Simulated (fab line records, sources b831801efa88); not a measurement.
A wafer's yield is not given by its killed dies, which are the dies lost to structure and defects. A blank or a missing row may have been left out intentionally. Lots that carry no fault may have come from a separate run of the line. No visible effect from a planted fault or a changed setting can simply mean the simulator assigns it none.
One fault through the eyes of 2 desks	flow gf180mcu	what lay behind the numbers comes last; until then each desk has only its own

FROM THE METROLOGY DESK
What the gauges read, lot by lot, whatever tool the lot ran on: means of the sampled wafers that have a number. If a lot's mean is further than 4 standard deviations from the usual mean, the lot is out of limits and carries the mark OUT (the distance appears in the brackets).
Columns: A = V2_CVD_02_THK at GF_V2_THK_MEAS_03, usual 852 nm; B = V3_CVD_00_THK at GF_V3_THK_MEAS_01, usual 608 nm; C = V4_BOW at GF_V4_BOW_MEAS_05, usual 132 um
lot	first seen here	A	B	C
L233	day 20 03:16	862	612	144
L234	day 20 03:59	839	606	140
L232	day 20 06:01	849	601	135
L236	day 20 09:09	828	602	146
L239	day 21 04:52	856	604	145
L240	day 21 07:23	860	612	128
L246	day 23 07:14	838	610	127
L247	day 24 02:38	847	614	145
L248	day 24 05:51	853	608	140
L250	day 25 01:30	846	608	123
L251	day 25 05:34	841	612	125
L253	day 25 22:40	862	617	142
L254	day 26 09:19	855	608	126
L255	day 26 13:30	854	615	122
This desk found nothing out of limits on any of the 14 lots.

AT THE TOOL OWNER'S DESK: cmp-02
The tool's own readings at GF_V4_CMP_04 (polishes SiO2): means of the sampled wafers that have a number, for each lot that ran on this tool. If a lot's mean is further than 4 standard deviations from the usual mean, the lot is out of limits and carries the mark OUT (the distance appears in the brackets).
Columns: A = motor_current_A at GF_V4_CMP_04, usual 12.3 A; B = platen_rpm at GF_V4_CMP_04, usual 60.00 rpm; C = slurry_filter_dp_kPa at GF_V4_CMP_04, usual 13.50 kPa; D = time_to_endpoint_s at GF_V4_CMP_04, usual 78 s
lot	first seen here	A	B	C	D
L233	day 24 02:40	12.8	60.04	13.50	70
L236	day 24 09:06	12.6	60.01	13.42	74
L239	day 25 04:08	13.0	59.97	13.54	67
L240	day 25 07:14	14.2	60.01	13.61	64
L253	day 29 18:53	12.6	60.01	13.55	79
This desk found nothing out of limits on any of the 5 lots.

TAKEN TOGETHER
Nothing out of limits was seen by the metrology desk.
Nothing out of limits was seen by the tool owner's desk.

WHAT HAD BEEN PUT IN BY THE SIMULATOR
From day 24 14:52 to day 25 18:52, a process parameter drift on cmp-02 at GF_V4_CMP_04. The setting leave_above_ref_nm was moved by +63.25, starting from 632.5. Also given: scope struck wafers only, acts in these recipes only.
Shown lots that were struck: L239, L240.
